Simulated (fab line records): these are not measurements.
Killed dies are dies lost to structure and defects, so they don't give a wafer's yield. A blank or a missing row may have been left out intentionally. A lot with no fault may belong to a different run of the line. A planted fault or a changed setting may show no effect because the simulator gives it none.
Problem report, 8D (eight disciplines) form, completed by code / flow gf180mcu / the parts of the form that need people (team, actions taken, sign-off) are left out

== 1. THE PROBLEM ==
GF_V3_CMP_04, time to endpoint s: mean 56 s over 1 wafer from 1 lot; wafers with no fault: 83 s, standard deviation 4.7. That is -5.7 standard deviations from the usual mean.
The step: polishes SiO2.
First observed at day 25 20:52: wafer L301.6, on cmp-01. The record holds 33 wafers of 11 lots with a number at this step. Rule for "out", or "out of limits": more than 4 standard deviations from the usual mean. Any other wafer with a number is counted as sound.

== 2. WHAT IT IS; WHAT IT IS NOT ==
question=which readings at this step | is=time to endpoint s | is not=head pressure psi, motor current A, slurry filter dp kPa
question=which lots | is=L301 | is not=L291, L292, L293, L294, L295, L298, L308, L310, L311, L313
question=which wafers of those lots | is=L301.6 | is not=L301.3, L301.5
question=read on which tools | is=cmp-01 | is not=cmp-02
question=when | is=from day 25 20:52 | is not=up to then (20 sound wafers); but 12 sound wafers of L308, L310, L311, L313 came after

== 3. SUSPECTS, AND WHAT RULES EACH OUT ==
Counting: if a tool at a process step up to the reading ran every lot that is out, it stays a suspect. Sound lots after the first of them don't rule it out here, since some wafers of a struck lot are sound.
- rie diel-02 at GF_V2_ETCH_16 (etches BARC in N2/H2): kept. L301, the lot that is out, went through it at day 24 18:57; up to then, the latest sound lot through it was L298 at day 23 18:48.
- pvd sputter-03 at GF_V2_SPUTTER_21 (material Ti, target thk 15 nm, time 80.02 s): kept. L301, the lot that is out, went through it at day 24 19:37; up to then, the latest sound lot through it was L291 at day 20 18:07.
- cmp-01 at GF_V3_CMP_04 (polishes SiO2): kept. L301, the lot that is out, went through it at day 25 20:52; up to then, the latest sound lot through it was L298 at day 25 00:17. On those wafers its own readings are out: time to endpoint s.
- Within cmp-01 at GF_V3_CMP_04, the wafers that are out were processed in chamber 0 and their sound lot-mates in chamber 1.
After the count, these remain: rie diel-02 at GF_V2_ETCH_16, pvd sputter-03 at GF_V2_SPUTTER_21 and cmp-01 at GF_V3_CMP_04.

== 4. THE CAUSE (what the simulator had put in) ==
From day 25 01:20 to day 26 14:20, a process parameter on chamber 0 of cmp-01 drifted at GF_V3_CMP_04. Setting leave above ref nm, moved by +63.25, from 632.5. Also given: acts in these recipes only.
Counting left 3 suspects, and this tool is among them.

== 5. SEQUENCE OF EFFECTS, ordered by route ==
Rows list readings where the struck wafers' mean (over those with a number) sits beyond 3 standard deviations from the usual. Scope: only readings with a usual standard deviation given in the record; hours: median across lots of the time from each lot's start at the first step in this table that gives one to its start at this step; sigmas: change in usual standard deviations.
hours=0; step=GF_V3_CMP_04; reading=time to endpoint s; usual=83 s; on struck wafers=56; change=-27; sigmas=-5.7
hours=-; step=GF_V3_ETCH_17; reading=oes product au; usual=0.856 a.u.; on struck wafers=0.908; change=+0.052; sigmas=+13
The process steps in it:
- GF_V3_CMP_04: polishes SiO2.
- GF_V3_ETCH_17: etches SiO2 in C4F8/O2/Ar, stops on TiN, target depth 635 nm.

== 6. HOW IT WOULD HAVE BEEN CAUGHT EARLIER ==
The fault began at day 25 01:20; the first out-of-limits reading in this record came at day 25 20:52, 20 hours later.
